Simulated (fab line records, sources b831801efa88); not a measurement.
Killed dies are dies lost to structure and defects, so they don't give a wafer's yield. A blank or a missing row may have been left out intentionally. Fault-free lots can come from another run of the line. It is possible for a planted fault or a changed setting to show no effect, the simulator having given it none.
Chamber matching + flow gf180mcu + GF_CONTACT_CMP_04 on cmp-02: 4 sister chambers
The step polishes SiO2. 4 wafers are shown with their chamber, then 8 later ones without.

## EACH WAFER AND ITS CHAMBER
| wafer  | chamber | motor-current-A (A) |
|--------|---------|---------------------|
| L128.6 | 2       | 11.3                |
| L129.1 | 3       | 13.1                |
| L129.5 | 1       | 11.2                |
| L130.2 | 0       | 12.4                |

## WAFERS MISSING THEIR CHAMBER
| wafer  | motor-current-A (A) |
|--------|---------------------|
| L130.4 | 11.2                |
| L130.5 | 10.6                |
| L131.1 | 10.4                |
| L131.4 | 13.1                |
| L131.6 | 11.4                |
| L132.2 | 13.1                |
| L132.3 | 11.6                |
| L132.6 | 10.9                |

## WHICH CHAMBER EACH ONE RAN IN
| wafer  | from the rows above          | in truth |
|--------|------------------------------|----------|
| L130.4 | can't be placed: 1 or 2      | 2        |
| L130.5 | can't be placed: 1 or 2      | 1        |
| L131.1 | can't be placed: 1 or 2      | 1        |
| L131.4 | can't be placed: 3 or 0      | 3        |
| L131.6 | can't be placed: 2 or 1      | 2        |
| L132.2 | can't be placed: 3 or 0      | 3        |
| L132.3 | can't be placed: 2 or 1 or 0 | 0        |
| L132.6 | can't be placed: 1 or 2      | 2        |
Correctly placed: 0 of 8. Unplaceable from these rows: 8, with the true chamber sitting among the candidates in 8. 0 placed wrongly.
How it was worked out, from the rows above alone: a wafer's distance from a chamber is the root of the sum, over the readings, of the square of ((its reading less the chamber's mean) divided by the reading's scatter). If the next closest chamber is less than 2 further off than the closest, the wafer can't be placed; otherwise it belongs to the closest. Each chamber's mean is taken over the wafers shown for it. The scatter: root of mean squared gap, hidden wafer to nearest shown wafer, with one shown wafer a chamber.
